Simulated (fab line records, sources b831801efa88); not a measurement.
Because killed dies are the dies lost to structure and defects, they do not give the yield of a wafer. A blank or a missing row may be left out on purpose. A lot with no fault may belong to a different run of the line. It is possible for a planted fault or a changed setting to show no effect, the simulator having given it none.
fab line records | flow gf180mcu
record: lots: 14 | wafers: 42 | last-day: 34
route steps=602 shown STI@15 SALICIDE@281 CONTACT@287
lots that met no fault: from a run of the same line without faults
start-h: hours from the record's opening day to when the first of the lot's shown wafers began | wait-h: hours since the lot's step before | " unchanged from the row above | L1.1+2: one row covering several wafers at once | - no value, or no start was given | * or withheld: withheld | < > ~ a bound
route shown NAME@n: a module of which the file shows steps, and the number in the route of the first | usual: the fault-free wafers' mean and standard deviation | same: alike in all rows | chamber/n: place in a boat | sites: readings site by site | _std_site: the values' standard deviation | _edge_site: inner sites' mean taken away from outer sites' mean | radius-mm: for every site, how far away it sits from the centre of the wafer | mask NAME#n: copy n | behind: tool/chamber where the wafer was last shaped | hold: cause of the lot's hold/its duration in hours/its outcome | device: the transistor (n, p or np) that didn't switch | end of line: the same wafers' tests at the end of the route | a step without rows: its recipe alone | killed: at the first sort, the dies lost to defects and structure; wafer yield is something else | map: per-die view of a wafer (x killed, . not killed, _ where there is no die)
set.NAME: setting as actually run; set.NAME@STEP: the setting as run at that earlier step | model.NAME: the simulator's own value behind a step, which no gauge read
route steps across a sampled set of lots; one table per step, one row per wafer
services: a tool's chamber out of use, with start hour (start-h, from the record's first day; less than 0 if before it), hours out, and reason
== steps ==
step: GF_STI_ETCH_14
recipe: target: Si | chemistry: HBr/Cl2/O2 | target-depth-nm: 360 | icp-w: 600 | bias-w: 150 | pressure-mtorr: 15 | HBr_flow_sccm: 150 | Cl2_flow_sccm: 40 | O2_flow_sccm: 6 | time-s: 102.9
usual: O2_flow_sccm: 6.001/0.018 | bias-w: 150.0/0.48 | drypump-motor-current-A: 5.6/0.51 | mfc-cl2-sccm: 39.99/0.11 | oes-product-au: 1.006/0.011 | throttle-valve-pct: 25.653/0.011
lot.wafer | tool      | chamber | start-h | wait-h | O2_flow_sccm | bias-w | drypump-motor-current-A | mfc-cl2-sccm | oes-product-au | rf-hours-counter-h | throttle-valve-pct
L704.3    | rie-si-02 | 3       | 25.51   | 0.0    | 6.001        | 150.3  | 5.5                     | 40.26        | 1.019          | 1                  | 25.649
L704.4    | "         | 2       | "       | "      | 6.007        | 150.0  | 5.1                     | 40.07        | 1.008          | 99                 | 25.661
L704.5    | "         | 1       | "       | "      | 5.963        | 149.6  | 5.8                     | 39.95        | 1.026          | -                  | 25.650
L705.1    | rie-si-02 | 1       | 30.54   | 0.0    | 5.989        | 150.4  | 5.8                     | 39.93        | 1.025          | 58                 | 25.657
L705.2    | "         | 2       | "       | "      | 5.987        | 150.1  | 5.0                     | 40.01        | 0.995          | 99                 | 25.663
L705.3    | "         | 0       | "       | "      | 6.027        | 150.3  | 5.9                     | 39.87        | 0.997          | 8                  | 25.666
L706.1    | rie-si-01 | 0       | 35.96   | 0.0    | 6.017        | 150.0  | 6.2                     | 39.86        | 1.012          | 75                 | 25.645
L706.2    | "         | 3       | "       | "      | 5.983        | 150.3  | 5.2                     | 39.94        | 1.010          | 122                | 25.654
L706.6    | "         | 3       | "       | "      | 5.985        | 150.3  | 5.2                     | 40.00        | 1.011          | -                  | 25.659
L709.3    | rie-si-02 | 1       | 53.84   | 0.0    | 6.011        | 150.7  | 5.8                     | 40.08        | 1.016          | 59                 | 25.637
L709.4    | "         | 0       | "       | "      | 5.967        | 149.9  | 6.0                     | 40.06        | 0.995          | 8                  | 25.662
L709.6    | "         | 0       | "       | "      | 5.987        | 150.0  | 5.9                     | 40.22        | 0.998          | -                  | 25.664
L711.3    | rie-si-01 | 1       | 63.06   | 0.0    | 5.963        | 150.5  | 6.2                     | 40.20        | 0.996          | 102                | 25.650
L711.4    | "         | 2       | "       | "      | 5.988        | 149.7  | 4.8                     | 39.99        | 1.003          | 25                 | 25.657
L711.6    | "         | 3       | "       | "      | 5.979        | 150.4  | 5.2                     | 40.09        | 1.006          | -                  | 25.637
L712.3    | rie-si-01 | 1       | 67.89   | 0.0    | 6.026        | 149.9  | 6.2                     | 39.91        | 0.994          | 102                | 25.661
L712.4    | "         | 3       | "       | "      | 6.013        | 149.8  | 5.2                     | 39.80        | 1.003          | 122                | 25.655
L712.6    | "         | 0       | "       | "      | 6.015        | 149.7  | 6.1                     | 39.93        | 1.015          | -                  | 25.648
L713.1    | rie-si-01 | 2       | 73.24   | 0.0    | 6.003        | 150.5  | 4.8                     | 39.97        | 0.985          | 25                 | 25.661
L713.3    | "         | 1       | "       | "      | 5.987        | 149.7  | 6.3                     | 39.91        | 0.990          | 102                | 25.661
L713.6    | "         | 2       | "       | "      | 5.999        | 150.7  | 4.8                     | 40.12        | 0.992          | -                  | 25.660
L714.2    | rie-si-02 | 0       | 76.49   | 0.0    | 6.046        | 149.7  | 5.9                     | 40.13        | 0.997          | 8                  | 25.669
L714.3    | "         | 3       | "       | "      | 5.976        | 148.9  | 5.5                     | 40.03        | 1.000          | 1                  | 25.666
L714.6    | "         | 3       | "       | "      | 5.996        | 149.4  | 5.5                     | 39.84        | 1.012          | -                  | 25.653
L718.4    | rie-si-01 | 2       | 99.30   | 0.0    | 5.973        | 150.1  | 4.8                     | 39.97        | 1.007          | 25                 | 25.662
L718.5    | "         | 0       | "       | "      | 6.001        | 150.5  | 6.2                     | 39.98        | 1.022          | -                  | 25.655
L718.6    | "         | 1       | "       | "      | 6.015        | 150.0  | 6.2                     | 40.10        | 0.992          | -                  | 25.666
L719.1    | rie-si-01 | 3       | 103.69  | 0.0    | 6.006        | 150.3  | 5.3                     | 39.59        | 1.016          | 122                | 25.652
L719.2    | "         | 2       | "       | "      | 5.978        | 150.3  | 4.8                     | 40.14        | 1.004          | 25                 | 25.659
L719.5    | "         | 3       | "       | "      | 5.986        | 150.1  | 5.2                     | 39.87        | 1.012          | -                  | 25.657
L720.2    | rie-si-02 | 0       | 107.64  | 0.0    | 6.003        | 150.2  | 6.0                     | 39.96        | 1.001          | 9                  | 25.658
L720.5    | "         | 2       | "       | "      | 5.973        | 149.2  | 5.0                     | 39.80        | 1.002          | -                  | 25.638
L720.6    | "         | 3       | "       | "      | 6.011        | 150.0  | 5.5                     | 40.02        | 1.015          | -                  | 25.636
L724.2    | rie-si-01 | 2       | 127.99  | 0.0    | 5.994        | 150.4  | 4.8                     | 39.88        | 1.003          | 26                 | 25.661
L724.4    | "         | 0       | "       | "      | 6.015        | 149.5  | 6.2                     | 39.93        | 1.021          | 76                 | 25.635
L724.5    | "         | 3       | "       | "      | 6.019        | 149.7  | 5.2                     | 39.89        | 1.010          | -                  | 25.646
L725.4    | rie-si-02 | 0       | 135.24  | 0.0    | 5.993        | 150.1  | 5.9                     | 40.02        | 0.988          | 9                  | 25.657
L725.5    | "         | 1       | "       | "      | 6.010        | 149.9  | 5.8                     | 39.99        | 1.016          | -                  | 25.647
L725.6    | "         | 0       | "       | "      | 5.995        | 150.1  | 5.9                     | 39.89        | 0.993          | -                  | 25.666
L726.1    | rie-si-01 | 1       | 139.26  | 0.0    | 6.013        | 149.6  | 6.2                     | 39.93        | 0.997          | 103                | 25.665
L726.4    | "         | 0       | "       | "      | 6.000        | 150.2  | 6.2                     | 39.95        | 1.020          | -                  | 25.640
L726.6    | "         | 1       | "       | "      | 6.003        | 150.5  | 6.2                     | 40.19        | 1.006          | -                  | 25.637
step: GF_SALICIDE_SPUTTER_03
recipe: material: TiN | target-thk-nm: 20 | power-w: 6500 | time-s: 16.7 | chamber-pressure-pa: 0.4
usual: throttle-valve-pct: 29.5/1.1
lot.wafer | tool           | chamber | start-h | wait-h | throttle-valve-pct
L704.3    | pvd-sputter-03 | -       | 347.71  | 0.0    | 28.7
L704.4    | "              | -       | "       | "      | 27.8
L704.5    | "              | -       | "       | "      | 28.4
L705.1    | pvd-sputter-03 | -       | 357.18  | 0.0    | 30.2
L705.2    | "              | -       | "       | "      | 31.0
L705.3    | "              | -       | "       | "      | 28.1
L706.1    | pvd-sputter-02 | -       | 368.73  | 0.0    | 28.1
L706.2    | "              | -       | "       | "      | 29.6
L706.6    | "              | -       | "       | "      | 30.8
L709.3    | pvd-sputter-02 | -       | 391.38  | 0.0    | 29.0
L709.4    | "              | -       | "       | "      | 30.8
L709.6    | "              | -       | "       | "      | 29.7
L711.3    | pvd-sputter-03 | -       | 396.73  | 0.0    | 28.4
L711.4    | "              | -       | "       | "      | 28.1
L711.6    | "              | -       | "       | "      | 31.5
L712.3    | pvd-sputter-03 | -       | 408.90  | 0.0    | 31.4
L712.4    | "              | -       | "       | "      | 28.2
L712.6    | "              | -       | "       | "      | 28.1
L713.1    | pvd-sputter-02 | -       | 415.82  | 0.0    | 28.0
L713.3    | "              | -       | "       | "      | 30.9
L713.6    | "              | -       | "       | "      | 29.9
L714.2    | pvd-sputter-03 | -       | 425.86  | 0.0    | 28.2
L714.3    | "              | -       | "       | "      | 28.4
L714.6    | "              | -       | "       | "      | 30.2
L718.4    | pvd-sputter-04 | -       | 463.01  | 0.0    | 29.0
L718.5    | "              | -       | "       | "      | 29.7
L718.6    | "              | -       | "       | "      | 29.5
L719.1    | pvd-sputter-02 | -       | 468.31  | 0.0    | 30.6
L719.2    | "              | -       | "       | "      | 28.3
L719.5    | "              | -       | "       | "      | 28.8
L720.2    | pvd-sputter-03 | -       | 476.41  | 0.0    | 31.2
L720.5    | "              | -       | "       | "      | 27.8
L720.6    | "              | -       | "       | "      | 30.2
L724.2    | pvd-sputter-03 | -       | 507.43  | 0.0    | 28.1
L724.4    | "              | -       | "       | "      | 31.3
L724.5    | "              | -       | "       | "      | 28.4
L725.4    | pvd-sputter-02 | -       | 512.55  | 0.0    | 28.2
L725.5    | "              | -       | "       | "      | 29.1
L725.6    | "              | -       | "       | "      | 30.9
L726.1    | pvd-sputter-04 | -       | 521.74  | 0.0    | 28.7
L726.4    | "              | -       | "       | "      | 29.9
L726.6    | "              | -       | "       | "      | 28.8
step: GF_SALICIDE_RTA_06
recipe: temp-c: 530 | time-s: 30 | ambient: N2
usual: anneal-temp-c-max: 533.0/0.62 | chamber-o2-ppm: 2.001/0.023 | lamp-power-pct: 6.0/0.35 | wafer_temp_C_max: 533.0/0.69
lot.wafer | tool          | chamber | start-h | wait-h | anneal-temp-c-max | chamber-o2-ppm | lamp-power-pct | wafer_temp_C_max
L704.3    | rtp-anneal-02 | 0       | 347.95  | 0.1    | 532.1             | 2.018          | 6.4            | 532.1
L704.4    | "             | 0       | "       | "      | 532.7             | 2.003          | 6.4            | 532.0
L704.5    | "             | 0       | "       | "      | 531.7             | 2.004          | 6.4            | 532.0
L705.1    | rtp-anneal-02 | 0       | 357.38  | 0.1    | 532.7             | 2.024          | 6.4            | 532.1
L705.2    | "             | 0       | "       | "      | 533.1             | 2.019          | 6.4            | 532.6
L705.3    | "             | 0       | "       | "      | 532.0             | 2.015          | 6.4            | 532.6
L706.1    | rtp-anneal-01 | 0       | 368.93  | 0.1    | 532.9             | 1.984          | 5.7            | 533.0
L706.2    | "             | 0       | "       | "      | 533.3             | 2.013          | 5.7            | 532.2
L706.6    | "             | 0       | "       | "      | 533.9             | 1.978          | 5.7            | 532.6
L709.3    | rtp-anneal-01 | 0       | 391.61  | 0.1    | 532.8             | 2.036          | 5.7            | 532.7
L709.4    | "             | 0       | "       | "      | 534.2             | 2.030          | 5.7            | 533.2
L709.6    | "             | 0       | "       | "      | 533.2             | 2.055          | 5.7            | 533.6
L711.3    | rtp-anneal-01 | 0       | 396.97  | 0.1    | 533.3             | 1.968          | 5.7            | 532.8
L711.4    | "             | 0       | "       | "      | 532.8             | 1.984          | 5.7            | 533.7
L711.6    | "             | 0       | "       | "      | 532.8             | 1.974          | 5.7            | 532.6
L712.3    | rtp-anneal-02 | 0       | 409.18  | 0.1    | 532.8             | 1.986          | 6.4            | 532.5
L712.4    | "             | 0       | "       | "      | 532.9             | 2.012          | 6.4            | 532.4
L712.6    | "             | 0       | "       | "      | 532.6             | 2.027          | 6.4            | 532.5
L713.1    | rtp-anneal-01 | 0       | 416.03  | 0.1    | 533.0             | 2.010          | 5.7            | 534.9
L713.3    | "             | 0       | "       | "      | 534.6             | 1.968          | 5.7            | 534.7
L713.6    | "             | 0       | "       | "      | 533.6             | 1.995          | 5.7            | 532.7
L714.2    | rtp-anneal-02 | 0       | 426.10  | 0.1    | 531.2             | 1.982          | 6.4            | 531.6
L714.3    | "             | 0       | "       | "      | 532.0             | 1.966          | 6.4            | 532.1
L714.6    | "             | 0       | "       | "      | 533.3             | 1.975          | 6.4            | 532.3
L718.4    | rtp-anneal-02 | -       | 463.26  | 0.1    | -                 | -              | -              | -
L718.5    | "             | -       | "       | "      | -                 | -              | -              | -
L718.6    | "             | -       | "       | "      | -                 | -              | -              | -
L719.1    | rtp-anneal-02 | -       | 468.51  | 0.1    | -                 | -              | -              | -
L719.2    | "             | -       | "       | "      | -                 | -              | -              | -
L719.5    | "             | -       | "       | "      | -                 | -              | -              | -
L720.2    | rtp-anneal-02 | 0       | 476.63  | 0.1    | 533.3             | 1.993          | 6.4            | 532.9
L720.5    | "             | 0       | "       | "      | 532.4             | 2.009          | 6.4            | 533.5
L720.6    | "             | 0       | "       | "      | 532.6             | 2.006          | 6.4            | 532.9
L724.2    | rtp-anneal-02 | 0       | 507.65  | 0.1    | 531.9             | 1.985          | 6.4            | 533.0
L724.4    | "             | 0       | "       | "      | 532.8             | 2.012          | 6.4            | 532.6
L724.5    | "             | 0       | "       | "      | 532.7             | 2.009          | 6.4            | 532.4
L725.4    | rtp-anneal-01 | 0       | 512.81  | 0.1    | 532.5             | 1.978          | 5.7            | 532.7
L725.5    | "             | 0       | "       | "      | 533.6             | 2.002          | 5.7            | 532.5
L725.6    | "             | 0       | "       | "      | 532.9             | 1.981          | 5.7            | 532.1
L726.1    | rtp-anneal-02 | 0       | 521.98  | 0.1    | 532.9             | 2.036          | 6.4            | 532.7
L726.4    | "             | 0       | "       | "      | 533.0             | 2.015          | 6.4            | 532.9
L726.6    | "             | 0       | "       | "      | 533.3             | 2.034          | 6.4            | 532.9
step: GF_SALICIDE_RTA_08
recipe: temp-c: 800 | time-s: 30 | ambient: N2
usual: anneal-temp-c-max: 804.3/0.99 | chamber-o2-ppm: 1.997/0.024 | lamp-power-pct: 17.2/0.93 | wafer_temp_C_max: 804.2/0.89
lot.wafer | tool          | chamber | start-h | wait-h | anneal-temp-c-max | chamber-o2-ppm | lamp-power-pct | wafer_temp_C_max
L704.3    | rtp-anneal-01 | 0       | 348.14  | 0.0    | 805.5             | 2.001          | 15.8           | 804.2
L704.4    | "             | 0       | "       | "      | 805.0             | 2.009          | 15.8           | 806.0
L704.5    | "             | 0       | "       | "      | 804.7             | 2.021          | 15.8           | 805.1
L705.1    | rtp-anneal-01 | 0       | 357.58  | 0.0    | 806.7             | 2.057          | 15.9           | 803.4
L705.2    | "             | 0       | "       | "      | 804.4             | 2.028          | 15.9           | 804.5
L705.3    | "             | 0       | "       | "      | 805.4             | 2.031          | 15.9           | 804.5
L706.1    | rtp-anneal-02 | 0       | 369.12  | 0.0    | 804.4             | 2.011          | 17.8           | 803.1
L706.2    | "             | 0       | "       | "      | 807.0             | 2.010          | 17.8           | 803.5
L706.6    | "             | 0       | "       | "      | 805.2             | 2.006          | 17.8           | 803.7
L709.3    | rtp-anneal-02 | 0       | 391.81  | 0.0    | 803.1             | 1.993          | 17.8           | 803.3
L709.4    | "             | 0       | "       | "      | 804.8             | 2.015          | 17.8           | 805.2
L709.6    | "             | 0       | "       | "      | 804.2             | 1.977          | 17.8           | 803.6
L711.3    | rtp-anneal-02 | 0       | 397.16  | 0.0    | 803.9             | 2.003          | 17.8           | 802.8
L711.4    | "             | 0       | "       | "      | 803.0             | 2.020          | 17.8           | 803.6
L711.6    | "             | 0       | "       | "      | 803.7             | 2.033          | 17.8           | 803.5
L712.3    | rtp-anneal-01 | 0       | 409.43  | 0.0    | 804.3             | 2.008          | 15.9           | 806.9
L712.4    | "             | 0       | "       | "      | 805.4             | 2.018          | 15.8           | 805.0
L712.6    | "             | 0       | "       | "      | 805.4             | 2.009          | 15.8           | 805.3
L713.1    | rtp-anneal-02 | 0       | 416.23  | 0.0    | 806.5             | 2.028          | 17.8           | 805.2
L713.3    | "             | 0       | "       | "      | 805.0             | 2.004          | 17.8           | 804.0
L713.6    | "             | 0       | "       | "      | 803.8             | 1.977          | 17.8           | 804.1
L714.2    | rtp-anneal-01 | 0       | 426.38  | 0.0    | 805.4             | 2.015          | 15.8           | 805.4
L714.3    | "             | 0       | "       | "      | 807.4             | 2.008          | 15.8           | 805.7
L714.6    | "             | 0       | "       | "      | 803.5             | 1.973          | 15.8           | 805.8
L718.4    | rtp-anneal-01 | 0       | 463.45  | 0.1    | 804.7             | 2.019          | 15.8           | 803.9
L718.5    | "             | 0       | "       | "      | 803.5             | 2.054          | 15.8           | 804.3
L718.6    | "             | 0       | "       | "      | 804.3             | 2.051          | 15.9           | 804.2
L719.1    | rtp-anneal-02 | 0       | 468.70  | 0.0    | 804.2             | 1.980          | 17.8           | 803.5
L719.2    | "             | 0       | "       | "      | 804.2             | 1.988          | 17.8           | 803.3
L719.5    | "             | 0       | "       | "      | 804.4             | 1.988          | 17.8           | 803.2
L720.2    | rtp-anneal-01 | 0       | 476.82  | 0.0    | 805.7             | 1.950          | 15.8           | 807.2
L720.5    | "             | 0       | "       | "      | 806.1             | 1.950          | 15.8           | 803.7
L720.6    | "             | 0       | "       | "      | 806.7             | 1.956          | 15.8           | 807.6
L724.2    | rtp-anneal-01 | 0       | 507.84  | 0.0    | 806.0             | 1.997          | 15.9           | 804.0
L724.4    | "             | 0       | "       | "      | 805.1             | 1.983          | 15.8           | 805.1
L724.5    | "             | 0       | "       | "      | 806.0             | 2.008          | 15.8           | 805.5
L725.4    | rtp-anneal-02 | 0       | 513.00  | 0.1    | 805.3             | 1.988          | 17.8           | 803.8
L725.5    | "             | 0       | "       | "      | 804.1             | 1.970          | 17.8           | 804.1
L725.6    | "             | 0       | "       | "      | 803.9             | 2.016          | 17.8           | 803.8
L726.1    | rtp-anneal-02 | 0       | 522.17  | 0.0    | 803.3             | 1.994          | 17.8           | 803.5
L726.4    | "             | 0       | "       | "      | 803.9             | 1.970          | 17.8           | 803.1
L726.6    | "             | 0       | "       | "      | 802.9             | 2.003          | 17.8           | 805.0
step: GF_CONTACT_CVD_00
recipe: material: SiO2 | target-thk-nm: 300 | sigma-open-frac: 0.3 | temp-c: 400 | time-s: 50 | sih4-flow-sccm: 60 | pressure-mtorr: 6
lot.wafer  | tool      | chamber | start-h | wait-h
L704.3+4+5 | hdpcvd-01 | 1,0,1   | 348.21  | 0.1
L705.1+2+3 | hdpcvd-02 | 0,1,2   | 357.68  | 0.1
L706.1+2+6 | hdpcvd-02 | 1,2,2   | 369.22  | 0.1
L709.3+4+6 | hdpcvd-02 | 1,1,2   | 391.88  | 0.1
L711.3+4+6 | hdpcvd-02 | 2,2,0   | 397.22  | 0.1
L712.3+4+6 | hdpcvd-01 | 1,2,0   | 409.50  | 0.1
L713.1+3+6 | hdpcvd-01 | 1,0,2   | 416.43  | 0.2
L714.2+3+6 | hdpcvd-01 | 1,2,2   | 426.46  | 0.1
L720.2+5+6 | hdpcvd-02 | 1,2,1   | 476.90  | 0.1
L724.2+4+5 | hdpcvd-01 | 2,2,0   | 507.93  | 0.1
L725.4+5+6 | hdpcvd-01 | 0,2,1   | 513.07  | 0.1
L726.1+4+6 | hdpcvd-01 | 2,1,2   | 522.27  | 0.1
== services ==
tool           | chamber | start-h | hours | kind
rie-si-02      | 0       | 14.40   | 4.6   | repair
rie-si-02      | 2       | 37.77   | 1.9   | repair
rie-si-01      | 1       | 43.57   | 8.4   | repair
rie-si-02      | 0       | 45.53   | 6.8   | repair
hdpcvd-01      | 0       | 54.00   | 14.1  | repair
rie-si-02      | 2       | 71.37   | 3.1   | repair
rie-si-01      | 0       | 72.49   | 15.6  | repair
rie-si-01      | 3       | 129.36  | 25.9  | repair
rie-si-02      | -       | 175.73  | 0.8   | repair
rie-si-01      | -       | 199.17  | 2.8   | pm
rie-si-01      | 3       | 212.72  | 12.9  | repair
hdpcvd-01      | -       | 236.78  | 14.6  | pm
rie-si-02      | 2       | 238.18  | 5.4   | repair
hdpcvd-01      | 1       | 253.75  | 3.4   | repair
rtp-anneal-01  | -       | 279.48  | 3.5   | pm
rtp-anneal-01  | -       | 322.62  | 0.7   | pm
rie-si-02      | 1       | 328.25  | 1.7   | repair
rie-si-02      | 3       | 389.52  | 6.6   | repair
rie-si-01      | 3       | 419.19  | 8.4   | repair
rie-si-01      | 1       | 468.34  | 3.1   | repair
rtp-anneal-01  | -       | 468.43  | 0.5   | repair
pvd-sputter-03 | -       | 469.78  | 6.0   | repair
hdpcvd-01      | -       | 508.32  | 0.5   | repair
rtp-anneal-01  | -       | 513.12  | 13.9  | pm
== key ==
first-sign: step: GF_SALICIDE_RTA_06 | reading: tool-record | direction: missing
effect: step: GF_CONTACT_CVD_00 | reading: visit | direction: missing
met-at GF_SALICIDE_RTA_06
struck-lots L718,L719
later-rows-left-out L718.4,L718.5,L718.6,L719.1,L719.2,L719.5
sort-left-out L718.4,L718.5,L718.6,L719.1,L719.2,L719.5
tester-left-out L718,L719
not-acting-at GF_STI_ETCH_14,GF_SALICIDE_SPUTTER_03,GF_SALICIDE_RTA_08
onset-between 426.10 463.26
fault: kind: skipped-step-whole | tool: rtp-anneal-02 | chamber: - | onset-h: 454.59 | steps: GF_SALICIDE_RTA_06 | scope: struck-lots-only
tester-left-out: of these lots the tester's yield and bins aren't shown, on N5 and GAA mostly nor the transistor test; their killed dies are dies lost to structure and defects alone, not to doping, threshold or leakage, so they don't give the yield
sort-left-out: the simulated sort isn't trusted on such a fault, so these wafers' sort isn't shown, and their yield isn't known
later-rows-left-out: the simulator's readings of these wafers behind a module that went badly wrong aren't trusted and aren't shown, but for the sort
